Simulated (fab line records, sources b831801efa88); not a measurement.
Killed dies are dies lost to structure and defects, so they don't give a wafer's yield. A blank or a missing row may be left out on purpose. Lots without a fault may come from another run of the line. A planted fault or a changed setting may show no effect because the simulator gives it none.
A struck lot beside a sound one | flow gf180mcu | 14 steps out of a route of 602
Sound: wafers L198.1, L198.3, L198.4. Struck: wafers L202.3, L202.4, L202.6. The cause comes at the end.
At each step with rows: each side's tool, then ch and its chambers, then its first start. Under that, the readings that differ: sound wafers | struck wafers | difference of the means | sigmas: that difference in standard deviations of wafers without a fault.
alike: readings whose means differ by less than 2 such deviations, and words and numbers that are the same on both sides. not compared: withheld readings, readings that some wafer has no value for, bounds like >300 that may hide the same value, and numbers for which the record gives no deviation and whose values overlap.
The two part at a step that has a row with sigmas, a row that says differs or no value, or rows on one side only. Numbers that don't overlap but have no deviation are shown without sigmas and don't part them. A reading that every wafer of one side lacks parts them only if that side has two wafers or more.

first, 3 steps without rows for these wafers: GF_NWELL_EXPOSE_04 (exposes mask Nwell, target cd 860 nm); GF_NWELL_PEB_05; GF_NWELL_DEVELOP_06 (develop time 60 s).
GF_NWELL_OVL_MEAS_07:
  sound on overlay-02, day 5 14:34; struck on overlay-02, day 6 12:11
  reading        | sound          | struck      | difference | sigmas
  NWELL_OVL (nm) | -2.6 -0.3 -0.7 | 0.8 2.6 1.8 | +2.9       | +2
then, 2 steps without rows for these wafers: GF_NWELL_IMPLANT_08; GF_NWELL_IMPLANT_09.
GF_NWELL_STRIP_10: strips in O2/N2.
  sound on plasma_asher-01 ch 0,1, day 5 14:55; struck on plasma_asher-02 ch 0,1, day 6 12:33
  alike: drypump_motor_current_A, heater_power_w, oes_product_au, strip_time_to_endpoint_s
  not compared: rf_hours_counter_h
GF_NWELL_TW_MEAS_11:
  sound on film_metro-03, day 5 15:01; struck on film_metro-04, day 6 12:38
  alike: NWELL_TW
then, 4 steps without rows for these wafers: GF_LVPWELL_DEHYDRATE_00 (time 60 s); GF_LVPWELL_HMDS_01 (prime time 60 s); GF_LVPWELL_COAT_02 (resist thk 3000 nm); GF_LVPWELL_SOFTBAKE_03.
GF_LVPWELL_EXPOSE_04: exposes mask LVPWELL, target cd 600 nm.
  sound on iline_stepper-01 ch 0, day 5 22:17; struck on iline_stepper-01, day 6 20:24
  no value came back on the struck wafers for exposure_dose_mJ_cm2, focus_offset_nm (nm), sigma_outer; on the sound wafers exposure_dose_mJ_cm2 reads 260.40 260.07 259.99
  alike: mask
then, 1 step without rows for these wafers: GF_LVPWELL_PEB_05.

WHERE THEY PART
First at GF_NWELL_OVL_MEAS_07; last, within this record, at GF_LVPWELL_EXPOSE_04.

WHY: what the simulator had put in
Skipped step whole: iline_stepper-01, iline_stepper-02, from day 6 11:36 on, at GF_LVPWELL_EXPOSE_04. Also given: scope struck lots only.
